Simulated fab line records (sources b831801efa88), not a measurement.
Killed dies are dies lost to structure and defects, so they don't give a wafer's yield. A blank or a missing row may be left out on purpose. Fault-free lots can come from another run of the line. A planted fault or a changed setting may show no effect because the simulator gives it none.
fab line records	flow sky130
record lots=6	wafers=18	last_day=50
route steps=708 shown LI_CONTACT@375 LOCAL_INTERCONNECT@387 PAD_OPEN@708
lots untouched by any fault: they come from a run of this same line in which no faults occurred
start_h: the number of hours between the record's first day and the start of the first shown wafer of the lot	wait_h: hours elapsed since this lot's preceding step	" identical to the entry in the row above	L1.1+2: a row that stands for several wafers	- no value present, or no start provided	* or withheld: withheld	< > ~ a bound
route shown NAME@n: a module of which the file shows steps, and the number in the route of the first	usual: mean/standard deviation taken from wafers without a fault	same: alike in all rows	chamber/n: place in a boat	sites: per-site readings	_std_site: the standard deviation of these	_edge_site: inner sites' mean taken away from outer sites' mean	radius_mm: for every site, how far away it sits from the centre of the wafer	mask NAME#n: copy n	behind: the tool/chamber that last shaped the wafer	hold: why the lot was held/for how many hours/how that ended	device: the transistor (n, p or np) that didn't switch	end of line: the tests these same wafers got at the end of their route	a step given without rows: its recipe and nothing more	killed: dies lost to structure and defects at the first sort, not the wafer's yield	map: dies across one wafer; x = killed, . = not, _ = none there
set.NAME: setting as actually run; set.NAME@STEP: the setting as run at that earlier step	model.NAME: the simulator's own value behind a step, which no gauge read
lots at selected steps of the route; one table per step, one row per wafer
services: the hour from which a tool's chamber was out of use, counted from the record's first day as start_h (under 0 if before that day), plus the number of hours and why
## steps
# step SKY_LI_CONTACT_OVL_MEAS_13
# usual LI_CONTACT_OVL=2/4.8
lot.wafer	tool	chamber	start_h	wait_h	LI_CONTACT_OVL[nm]
L925.2	overlay-02	-	737.28	0.1	-1
L925.5	"	-	"	"	-5
L925.6	"	-	"	"	0
L927.2	overlay-01	-	761.28	0.1	-4
L927.3	"	-	"	"	-3
L927.5	"	-	"	"	3
L931.1	overlay-02	-	786.77	0.1	-3
L931.2	"	-	"	"	4
L931.3	"	-	"	"	3
L936.1	overlay-01	-	826.87	0.1	2
L936.2	"	-	"	"	0
L936.4	"	-	"	"	4
L940.2	overlay-01	-	849.67	0.1	4
L940.5	"	-	"	"	10
L940.6	"	-	"	"	2
L939.3	overlay-01	-	856.99	0.1	0
L939.5	"	-	"	"	5
L939.6	"	-	"	"	4
# step SKY_LI_CONTACT_ETCH_14
# recipe chemistry=N2/H2	target=BARC	ion_energy_ev=200	source_w=500	bias_w=100	pressure_mtorr=30	n2_flow_sccm=100	h2_flow_sccm=200	stop_on=SiO2	time_s=45.9	target_depth_a=600
# step SKY_LI_CONTACT_ETCH_15
# recipe target=PSG	chemistry=C4F8/O2/Ar	stop_on=Si	taper_deg=4.15	mask_material=KrF-thick	source_w=1500	bias_w=1200	pressure_mtorr=40	c4f8_flow_sccm=withheld	O2_flow_sccm=6	Ar_flow_sccm=300	time_s=withheld	target_depth_a=6000
# usual oes_product_au=0.837/0.0049	rf_fwd_power_W=1492/5.2
lot.wafer	tool	chamber	start_h	wait_h	oes_product_au	rf_fwd_power_W
L925.2	rie_diel-03	1	737.35	0.0	0.833	1487
L925.5	"	3	"	"	0.841	1503
L925.6	"	0	"	"	0.832	1492
L927.2	rie_diel-01	0	761.35	0.0	0.832	1494
L927.3	"	1	"	"	0.842	1486
L927.5	"	1	"	"	0.842	1489
L931.1	rie_diel-01	1	786.85	0.0	0.833	1493
L931.2	"	2	"	"	0.839	1495
L931.3	"	0	"	"	0.831	1501
L936.1	rie_diel-03	3	826.95	0.0	0.829	1495
L936.2	"	2	"	"	0.838	1498
L936.4	"	2	"	"	0.824	1497
L940.2	rie_diel-03	1	849.74	0.0	0.836	1497
L940.5	"	1	"	"	0.837	1490
L940.6	"	0	"	"	0.834	1493
L939.3	rie_diel-01	3	857.06	0.0	0.845	1494
L939.5	"	3	"	"	0.840	1496
L939.6	"	2	"	"	0.841	1481
# step SKY_LI_CONTACT_STRIP_16
# recipe chemistry=O2/N2	power_w=1400	pressure_mtorr=1500	platen_temp_c=withheld	o2_flow_sccm=3000	n2_flow_sccm=300	overash_fraction=0.5
# usual drypump_motor_current_A=6.0/0.38	oes_product_au=0.376/0.0054	strip_time_to_endpoint_s=3.50/0.042
lot.wafer	tool	chamber	start_h	wait_h	drypump_motor_current_A	oes_product_au	rf_hours_counter_h	strip_time_to_endpoint_s
L925.2	plasma_asher-04	0	737.44	-	6.0	0.376	32	3.54
L925.5	"	0	"	"	6.1	0.367	-	3.50
L925.6	"	1	"	"	6.2	0.379	-	3.52
L927.2	plasma_asher-01	1	761.44	-	5.9	0.381	91	3.54
L927.3	"	0	"	"	6.2	0.383	-	3.55
L927.5	"	1	"	"	5.9	0.378	-	3.55
L931.1	plasma_asher-02	1	786.94	-	5.2	0.378	63	3.55
L931.2	"	0	"	"	6.3	0.373	63	3.46
L931.3	"	0	"	"	6.3	0.375	-	3.50
L936.1	plasma_asher-04	1	827.04	-	6.2	0.377	41	3.47
L936.2	"	0	"	"	6.1	0.376	41	3.47
L936.4	"	1	"	"	6.2	0.374	-	3.47
L940.2	plasma_asher-04	1	849.83	-	6.2	0.384	43	3.59
L940.5	"	0	"	"	6.1	0.376	-	3.60
L940.6	"	1	"	"	6.2	0.376	-	3.55
L939.3	plasma_asher-02	1	857.18	-	5.2	0.373	-	3.49
L939.5	"	0	"	"	6.4	0.379	-	3.49
L939.6	"	1	"	"	5.2	0.373	-	3.50
# step SKY_LI_CONTACT_CLEAN_17
# recipe chemistry=NMP	time_s=600	temp_c=60	dry=n2_spin
# step SKY_LI_CONTACT_PRE_CLEAN_18
# recipe gas=Ar	time_s=5.6	bias_v=358
# step SKY_LI_CONTACT_SPUTTER_19
# recipe material=Ti	target_thk_nm=20	chamber_pressure_pa=5	power_w=2500	substrate_temp_c=200	time_s=106.37
# step SKY_LI_CONTACT_SPUTTER_20
# recipe material=TiN	target_thk_nm=20	chamber_pressure_pa=5	power_w=4000	time_s=80
# usual cathode_dc_power_W=4000.0/0.73	throttle_valve_pct=29.9/0.76
lot.wafer	tool	chamber	start_h	wait_h	cathode_dc_power_W	throttle_valve_pct
L925.2	pvd_sputter-02	-	737.81	0.0	3999.3	31.4
L925.5	"	-	"	"	3999.7	29.0
L925.6	"	-	"	"	4000.3	31.4
L927.2	pvd_sputter-01	-	761.81	0.0	4000.2	29.7
L927.3	"	-	"	"	4000.0	30.3
L927.5	"	-	"	"	3999.9	29.9
L931.1	pvd_sputter-01	-	787.31	0.0	3999.6	29.8
L931.2	"	-	"	"	4001.1	29.4
L931.3	"	-	"	"	4000.8	30.3
L936.1	pvd_sputter-01	-	827.42	0.0	3999.6	30.3
L936.2	"	-	"	"	4000.8	30.0
L936.4	"	-	"	"	4000.6	29.7
L940.2	pvd_sputter-01	-	850.20	0.0	4000.2	29.5
L940.5	"	-	"	"	3999.8	30.2
L940.6	"	-	"	"	4000.4	30.3
L939.3	pvd_sputter-02	-	857.51	0.0	4000.1	31.2
L939.5	"	-	"	"	3998.8	29.4
L939.6	"	-	"	"	3999.3	31.7
# step SKY_LI_CONTACT_CVD_21
# recipe material=W	target_thk_nm=400	time_s=120.56	temp_c=400	pressure_torr=40
# usual heater_power_w=918/79
lot.wafer	tool	chamber	start_h	wait_h	heater_power_w
L925.2	cvd_w-02	0	737.87	0.0	806
L925.5	"	1	"	"	908
L925.6	"	0	"	"	815
L927.2	cvd_w-02	0	761.87	0.0	809
L927.3	"	0	"	"	808
L927.5	"	1	"	"	900
L931.1	cvd_w-02	1	787.37	0.0	938
L931.2	"	0	"	"	785
L931.3	"	0	"	"	808
L936.1	cvd_w-02	0	827.48	0.0	805
L936.2	"	1	"	"	915
L936.4	"	0	"	"	805
L940.2	cvd_w-01	1	850.26	0.0	1006
L940.5	"	0	"	"	983
L940.6	"	1	"	"	1001
L939.3	cvd_w-02	0	857.62	0.1	801
L939.5	"	0	"	"	814
L939.6	"	1	"	"	905
# step SKY_LI_CONTACT_RS_MEAS_22
# recipe thk_meas_gauge=four-point-probe	reads=W_of_LI_CONTACT_CVD_21+TiN_of_LI_CONTACT_SPUTTER_20+Ti_of_LI_CONTACT_SPUTTER_19
# usual LI_CONTACT_W_RS=0.284/0.0056
lot.wafer	tool	chamber	start_h	wait_h	LI_CONTACT_W_RS[ohm/sq]
L925.2	film_metro-04	-	738.01	0.1	0.285
L925.5	"	-	"	"	0.288
L925.6	"	-	"	"	0.287
L927.2	film_metro-04	-	762.01	0.1	0.289
L927.3	"	-	"	"	0.289
L927.5	"	-	"	"	0.287
L931.1	film_metro-01	-	787.49	0.1	0.286
L931.2	"	-	"	"	0.285
L931.3	"	-	"	"	0.288
L936.1	film_metro-03	-	827.61	0.1	0.287
L936.2	"	-	"	"	0.285
L936.4	"	-	"	"	0.288
L940.2	film_metro-03	-	850.40	0.1	0.273
L940.5	"	-	"	"	0.288
L940.6	"	-	"	"	0.272
L939.3	film_metro-04	-	857.74	0.1	0.286
L939.5	"	-	"	"	0.285
L939.6	"	-	"	"	0.288
# step SKY_LI_CONTACT_THK_MEAS_23
# recipe thk_meas_gauge=xrf	reads=W_of_LI_CONTACT_CVD_21
# usual LI_CONTACT_W_THK=398/8.6
lot.wafer	tool	chamber	start_h	wait_h	LI_CONTACT_W_THK[nm]
L925.2	film_metro-04	-	738.12	0.1	397
L925.5	"	-	"	"	393
L925.6	"	-	"	"	391
L927.2	film_metro-04	-	762.12	0.1	391
L927.3	"	-	"	"	387
L927.5	"	-	"	"	391
L931.1	film_metro-01	-	787.61	0.1	398
L931.2	"	-	"	"	398
L931.3	"	-	"	"	393
L936.1	film_metro-03	-	827.73	0.1	399
L936.2	"	-	"	"	403
L936.4	"	-	"	"	397
L940.2	film_metro-03	-	850.51	0.1	412
L940.5	"	-	"	"	389
L940.6	"	-	"	"	415
L939.3	film_metro-04	-	857.84	0.1	398
L939.5	"	-	"	"	400
L939.6	"	-	"	"	395
# step SKY_LI_CONTACT_CMP_24
# recipe stop_on=PSG	t_overpolish_s=20	down_force_psi=3.5	platen_rpm=60	target_thk_nm=0	pad_velocity_m_s=0.94248
# step SKY_LOCAL_INTERCONNECT_SPUTTER_00
# recipe material=TiN	target_thk_nm=100	temp_c=300	power_w=6500	time_s=83.3	chamber_pressure_pa=0.4
# usual cathode_dc_power_W=6500.0/1.1	throttle_valve_pct=29.9/1.1
lot.wafer	tool	chamber	start_h	wait_h	cathode_dc_power_W	throttle_valve_pct	model.TiN_of_LOCAL_INTERCONNECT_SPUTTER_00.thk_nm
L925.2	pvd_sputter-02	-	738.47	0.1	6498.6	29.2	100.2
L925.5	"	-	"	"	6500.8	29.1	99.93
L925.6	"	-	"	"	6498.4	27.2	100.1
L927.2	pvd_sputter-02	-	762.47	0.1	6498.9	27.3	98.55
L927.3	"	-	"	"	6501.5	31.2	97.61
L927.5	"	-	"	"	6501.5	31.7	96.15
L931.1	pvd_sputter-02	-	787.97	0.1	6499.2	27.4	97.93
L931.2	"	-	"	"	6499.3	31.4	98.81
L931.3	"	-	"	"	6499.1	29.4	98.74
L936.1	pvd_sputter-03	-	828.09	0.1	6500.7	28.8	99.05
L936.2	"	-	"	"	6499.4	29.8	99.81
L936.4	"	-	"	"	6498.6	31.5	99.39
L940.2	pvd_sputter-04	-	850.86	0.2	6501.5	30.7	98.76
L940.5	"	-	"	"	6499.5	30.0	98.48
L940.6	"	-	"	"	6500.2	30.3	99.52
L939.3	pvd_sputter-03	-	858.18	0.2	6499.1	28.8	99.46
L939.5	"	-	"	"	6498.9	31.3	100.1
L939.6	"	-	"	"	6498.7	29.7	98.54
# step SKY_LOCAL_INTERCONNECT_RS_MEAS_01
# recipe thk_meas_gauge=four-point-probe	reads=TiN_of_LOCAL_INTERCONNECT_SPUTTER_00
# usual LOCAL_INTERCONNECT_TIN_RS=14.18/0.18
lot.wafer	tool	chamber	start_h	wait_h	LOCAL_INTERCONNECT_TIN_RS[ohm/sq]
L925.2	film_metro-03	-	738.56	0.1	14.16
L925.5	"	-	"	"	14.19
L925.6	"	-	"	"	14.13
L927.2	film_metro-03	-	762.56	0.1	14.38
L927.3	"	-	"	"	14.54
L927.5	"	-	"	"	14.78
L931.1	film_metro-02	-	788.04	0.0	14.44
L931.2	"	-	"	"	14.34
L931.3	"	-	"	"	14.35
L936.1	film_metro-03	-	828.15	0.0	14.33
L936.2	"	-	"	"	14.17
L936.4	"	-	"	"	14.28
L940.2	film_metro-02	-	850.95	0.1	14.32
L940.5	"	-	"	"	14.36
L940.6	"	-	"	"	14.23
L939.3	film_metro-02	-	858.28	0.1	14.19
L939.5	"	-	"	"	14.10
L939.6	"	-	"	"	14.36
# step SKY_LOCAL_INTERCONNECT_THK_MEAS_02
# recipe thk_meas_gauge=xrf	reads=TiN_of_LOCAL_INTERCONNECT_SPUTTER_00
# usual LOCAL_INTERCONNECT_TIN_THK=98.4/1.2
lot.wafer	tool	chamber	start_h	wait_h	LOCAL_INTERCONNECT_TIN_THK[nm]
L925.2	film_metro-03	-	738.67	0.1	98.9
L925.5	"	-	"	"	98.3
L925.6	"	-	"	"	99.0
L927.2	film_metro-03	-	762.67	0.1	97.2
L927.3	"	-	"	"	95.9
L927.5	"	-	"	"	94.9
L931.1	film_metro-02	-	788.16	0.1	97.1
L931.2	"	-	"	"	97.6
L931.3	"	-	"	"	97.9
L936.1	film_metro-03	-	828.27	0.1	98.1
L936.2	"	-	"	"	98.4
L936.4	"	-	"	"	97.8
L940.2	film_metro-02	-	851.06	0.1	97.2
L940.5	"	-	"	"	96.9
L940.6	"	-	"	"	98.3
L939.3	film_metro-02	-	858.38	0.1	97.6
L939.5	"	-	"	"	98.4
L939.6	"	-	"	"	96.8
# step SKY_LOCAL_INTERCONNECT_DEHYDRATE_03
# recipe temp_c=200	time_s=60
# step SKY_LOCAL_INTERCONNECT_HMDS_04
# recipe prime_time_s=60	prime_temp_c=120
# step SKY_LOCAL_INTERCONNECT_COAT_05
# recipe resist=BARC	temp_c=withheld	time_s=withheld	spin_rpm=3000	resist_thk_nm=60
# step SKY_LOCAL_INTERCONNECT_COAT_06
# recipe resist=KrF-thick	spin_rpm=3000	resist_thk_nm=450
# step SKY_LOCAL_INTERCONNECT_SOFTBAKE_07
# recipe temp_c=100	time_s=90	resist=KrF-thick
# step SKY_LOCAL_INTERCONNECT_EXPOSE_08
# recipe mask_id=LI1M	na=0.8	source_shape=annular	sigma_inner=0.55	sigma_outer=0.85	target_cd_nm=170	dose_mj=28
# step SKY_LOCAL_INTERCONNECT_PEB_09
# recipe peb_temp_c=withheld	peb_time_s=withheld	resist=KrF-thick
# step SKY_LOCAL_INTERCONNECT_DEVELOP_10
# recipe develop_time_s=60	resist=KrF-thick	dev_temp_c=21
# step SKY_LOCAL_INTERCONNECT_CD_MEAS_11
# recipe target_cd_nm=170
# usual cd_nm=169.9/1.4
lot.wafer	tool	chamber	start_h	wait_h	cd_nm
L925.2	cd_sem-02	-	765.97	-	165.9
L925.5	"	-	"	"	168.8
L925.6	"	-	"	"	168.5
L927.2	cd_sem-02	-	789.37	-	170.7
L927.3	"	-	"	"	170.5
L927.5	"	-	"	"	170.3
L931.1	cd_sem-02	-	815.29	-	170.0
L931.2	"	-	"	"	169.5
L931.3	"	-	"	"	172.0
L936.1	cd_sem-02	-	855.00	-	169.6
L936.2	"	-	"	"	169.9
L936.4	"	-	"	"	171.2
L940.2	cd_sem-02	-	877.55	-	170.5
L940.5	"	-	"	"	170.7
L940.6	"	-	"	"	168.9
L939.3	cd_sem-02	-	884.14	-	172.1
L939.5	"	-	"	"	171.1
L939.6	"	-	"	"	171.4
# step SKY_LOCAL_INTERCONNECT_OVL_MEAS_12
# usual LOCAL_INTERCONNECT_OVL=1/6.5
lot.wafer	tool	chamber	start_h	wait_h	LOCAL_INTERCONNECT_OVL[nm]
L925.2	overlay-01	-	766.08	0.1	20
L925.5	"	-	"	"	14
L925.6	"	-	"	"	15
L927.2	overlay-02	-	789.48	0.1	4
L927.3	"	-	"	"	-1
L927.5	"	-	"	"	2
L931.1	overlay-01	-	815.41	0.1	3
L931.2	"	-	"	"	-4
L931.3	"	-	"	"	2
L936.1	overlay-01	-	855.12	0.1	-8
L936.2	"	-	"	"	3
L936.4	"	-	"	"	-2
L940.2	overlay-02	-	877.65	0.1	1
L940.5	"	-	"	"	-4
L940.6	"	-	"	"	-5
L939.3	overlay-02	-	884.24	0.1	17
L939.5	"	-	"	"	16
L939.6	"	-	"	"	7
# step SKY_LOCAL_INTERCONNECT_ETCH_13
# recipe chemistry=N2/H2	target=BARC	ion_energy_ev=200	bias_w=100	pressure_mtorr=30	n2_flow_sccm=100	h2_flow_sccm=200	icp_w=500	stop_on=SiO2	time_s=45.9	target_depth_a=600
# usual drypump_motor_current_A=5.8/0.5	oes_product_au=0.854/0.0045	rf_fwd_power_W=494.9/2.5	throttle_valve_pct=13.225/0.0094
lot.wafer	tool	chamber	start_h	wait_h	drypump_motor_current_A	oes_product_au	rf_fwd_power_W	rf_hours_counter_h	throttle_valve_pct
L925.2	rie_metal-04	1	766.13	0.0	6.3	0.856	499.2	-	13.224
L925.5	"	1	"	"	6.3	0.851	496.9	-	13.227
L925.6	"	1	"	"	6.3	0.853	498.4	-	13.215
L927.2	rie_metal-02	0	789.51	0.0	5.0	0.853	497.3	14	13.219
L927.3	"	1	"	"	5.8	0.852	495.3	-	13.233
L927.5	"	1	"	"	5.8	0.852	497.9	-	13.230
L931.1	rie_metal-02	1	815.45	0.0	5.8	0.847	494.0	16	13.232
L931.2	"	0	"	"	5.0	0.863	494.0	15	13.245
L931.3	"	0	"	"	5.0	0.851	495.4	-	13.230
L936.1	rie_metal-04	0	855.16	0.0	6.1	0.847	489.9	14	13.221
L936.2	"	1	"	"	6.3	0.853	496.1	2	13.223
L936.4	"	1	"	"	6.3	0.847	496.1	-	13.221
L940.2	rie_metal-04	1	877.68	0.0	6.3	0.849	496.0	3	13.207
L940.5	"	1	"	"	6.3	0.861	498.1	-	13.219
L940.6	"	0	"	"	6.1	0.854	490.1	-	13.218
L939.3	rie_metal-02	0	884.28	0.0	5.0	0.850	494.8	-	13.216
L939.5	"	1	"	"	5.8	0.847	496.0	-	13.222
L939.6	"	0	"	"	5.0	0.859	497.5	-	13.233
# step SKY_LOCAL_INTERCONNECT_METAL_ETCH_14
# recipe target_depth_nm=110	stop_on=PSG	chemistry=Cl2/BCl3	target=TiN	resist_sidewall_deg=88	pressure_mtorr=10	icp_w=900	bias_w=48.5	Cl2_flow_sccm=60	bcl3_flow_sccm=30	time_s=31.4
# usual drypump_motor_current_A=5.8/0.51	oes_product_au=0.940/0.0084	rf_fwd_power_W=889/4.8	throttle_valve_pct=21.902/0.0099
lot.wafer	tool	chamber	start_h	wait_h	drypump_motor_current_A	oes_product_au	rf_fwd_power_W	rf_hours_counter_h	throttle_valve_pct	model.etch.depth_nm	model.LOCAL_INTERCONNECT.feature_depth_nm
L925.2	rie_metal-04	1	766.25	0.1	6.3	0.943	887	-	21.893	100.2	100.2
L925.5	"	1	"	"	6.3	0.937	887	-	21.917	99.93	99.93
L925.6	"	1	"	"	6.3	0.947	890	-	21.894	100.1	100.1
L927.2	rie_metal-02	0	789.57	0.0	5.0	0.933	892	14	21.916	98.55	98.55
L927.3	"	1	"	"	5.8	0.926	890	-	21.914	97.61	97.61
L927.5	"	1	"	"	5.8	0.916	890	-	21.928	96.15	96.15
L931.1	rie_metal-02	1	815.51	0.0	5.8	0.924	893	16	21.909	97.93	97.93
L931.2	"	0	"	"	5.0	0.948	896	15	21.887	98.81	98.81
L931.3	"	0	"	"	5.0	0.940	894	-	21.901	98.74	98.74
L936.1	rie_metal-04	0	855.22	0.0	6.0	0.935	889	14	21.920	99.05	99.05
L936.2	"	1	"	"	6.4	0.938	889	2	21.900	99.81	99.81
L936.4	"	1	"	"	6.4	0.940	890	-	21.905	99.39	99.39
L940.2	rie_metal-04	1	877.75	0.0	6.3	0.932	893	3	21.910	98.76	98.76
L940.5	"	1	"	"	6.3	0.930	891	-	21.896	98.48	98.48
L940.6	"	0	"	"	6.1	0.935	884	-	21.905	99.52	99.52
L939.3	rie_metal-02	0	884.34	0.0	5.0	0.940	892	-	21.909	99.46	99.46
L939.5	"	1	"	"	5.8	0.941	895	-	21.892	100.1	100.1
L939.6	"	0	"	"	5.0	0.929	888	-	21.912	98.54	98.54
# step SKY_LOCAL_INTERCONNECT_STRIP_15
# recipe chemistry=O2/N2	power_w=1400	pressure_mtorr=1500	platen_temp_c=withheld	o2_flow_sccm=3000	n2_flow_sccm=300	overash_fraction=0.5
# step SKY_LOCAL_INTERCONNECT_STRIP_16
# recipe chemistry=post_etch_residue_remover	time_s=1200	temp_c=72.5
lot.wafer	tool	chamber	start_h	wait_h	model.TiN_of_LOCAL_INTERCONNECT_SPUTTER_00.thk_nm
L925.2	wet_bench-04	2	766.44	0.1	99.83
L925.5	"	2	"	"	99.51
L925.6	"	2	"	"	99.72
L927.2	wet_bench-03	3	789.72	0.1	98.14
L927.3	"	3	"	"	97.19
L927.5	"	3	"	"	95.73
L931.1	wet_bench-04	2	815.66	0.1	97.51
L931.2	"	2	"	"	98.39
L931.3	"	2	"	"	98.32
L936.1	wet_bench-02	3	855.37	0.1	98.63
L936.2	"	3	"	"	99.39
L936.4	"	3	"	"	98.97
L940.2	wet_bench-04	2	877.90	0.1	98.34
L940.5	"	2	"	"	98.06
L940.6	"	2	"	"	99.1
L939.3	wet_bench-04	2	884.47	0.0	99.04
L939.5	"	2	"	"	99.66
L939.6	"	2	"	"	98.12
# step SKY_LOCAL_INTERCONNECT_CLEAN_17
# recipe chemistry=IPA	time_s=180	temp_c=25
# step SKY_PAD_OPEN_PROBE_99
# usual killed_at_M0_to_M3=43/6.6	killed_at_M4_up=3.4/1.8	killed_at_contacts=24/5.7	killed_at_front_end=15/4.2	killed_at_other=0.3/0.58	killed_dies=86/8	killed_open=46/7.2	killed_short=39/5.8
# same gross_dies=492	killed_at_back_side=0
lot.wafer	tool	chamber	start_h	wait_h	killed_at_M0_to_M3	killed_at_M4_up	killed_at_contacts	killed_at_front_end	killed_at_other	killed_dies	killed_open	killed_short
L925.2	prober-02	-	1124.93	0.1	44	1	30	13	0	88	51	37
L925.5	prober-02	-	1125.08	0.2	56	1	17	8	0	82	45	37
L925.6	prober-02	-	1125.13	0.2	44	5	24	15	0	88	49	39
# killed by level:class
L925.2 VIA1:geometric_particle:open=12 CONTACT:geometric_particle:short=9 CONTACT:geometric_particle:open=9 VIA2:geometric_particle:open=8 LI_CONTACT:geometric_particle:open=7 VIA1:geometric_particle:short=5 METAL2:geometric_particle:short=5 FIELD_ISO:geometric_particle:open=3
L925.5 VIA2:geometric_particle:open=11 VIA1:geometric_particle:open=10 VIA3:geometric_particle:open=10 FIELD_ISO:geometric_particle:short=6 VIA3:geometric_particle:short=5 CONTACT:geometric_particle:open=5 METAL2:geometric_particle:short=5 LOCAL_INTERCONNECT:geometric_particle:short=4
L925.6 VIA1:geometric_particle:open=10 METAL2:geometric_particle:short=9 LI_CONTACT:geometric_particle:open=8 VIA2:geometric_particle:open=8 CONTACT:geometric_particle:open=6 METAL1:geometric_particle:short=6 VIA1:geometric_particle:short=5 FIELD_ISO:geometric_particle:short=4
## services
tool	chamber	start_h	hours	kind
plasma_asher-01	-	716.65	28.1	pm
cvd_w-01	-	725.82	0.8	repair
rie_metal-04	0	741.38	29.8	repair
pvd_sputter-03	-	753.50	4.7	repair
rie_metal-04	-	753.79	2.8	pm
pvd_sputter-02	-	759.96	1.9	repair
rie_diel-01	1	768.08	6.9	repair
rie_diel-01	3	771.41	4.1	repair
pvd_sputter-02	-	771.96	11.7	repair
plasma_asher-04	-	773.84	3.5	repair
rie_diel-03	1	776.92	6.4	repair
rie_diel-03	0	796.21	4.7	repair
rie_diel-03	1	814.35	20.0	repair
rie_diel-03	0	815.58	2.5	repair
rie_diel-01	-	816.11	1.1	repair
rie_metal-04	1	831.56	3.0	repair
rie_diel-03	2	834.76	3.8	repair
rie_diel-03	3	843.83	11.1	repair
plasma_asher-04	-	846.72	2.0	repair
rie_metal-04	0	863.55	12.9	repair
rie_metal-04	-	865.75	4.5	repair
rie_diel-01	0	865.99	36.1	repair
plasma_asher-04	-	867.82	10.3	repair
rie_diel-01	-	879.33	0.6	repair
## key
first_sign none at tools or gauges
model_effect step=SKY_LOCAL_INTERCONNECT_SPUTTER_00	value=TiN_of_LOCAL_INTERCONNECT_SPUTTER_00.thk_nm	without=98.81	struck=97.04
model_effect step=SKY_LOCAL_INTERCONNECT_METAL_ETCH_14	value=etch.depth_nm	without=98.81	struck=97.04
model_effect step=SKY_LOCAL_INTERCONNECT_STRIP_16	value=TiN_of_LOCAL_INTERCONNECT_SPUTTER_00.thk_nm	without=98.39	struck=96.62
met_at SKY_LOCAL_INTERCONNECT_SPUTTER_00
struck_wafers L927.5,L931.1
tester_left_out L927,L931
onset_between 738.47 762.47
fault kind=process_parameter_drift	tool=pvd_sputter-02	chamber=-	onset_h=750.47	steps=SKY_LOCAL_INTERCONNECT_SPUTTER_00	channel=target_thk_nm	offset=-1.7715	shape=step	end_h=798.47	scope=struck_wafers_only	acts_in=these_recipes_only	stated=100
# tester_left_out: of these lots the tester's yield and bins aren't shown, on N5 and GAA mostly nor the transistor test; their killed dies are dies lost to structure and defects alone, not to doping, threshold or leakage, so they don't give the yield
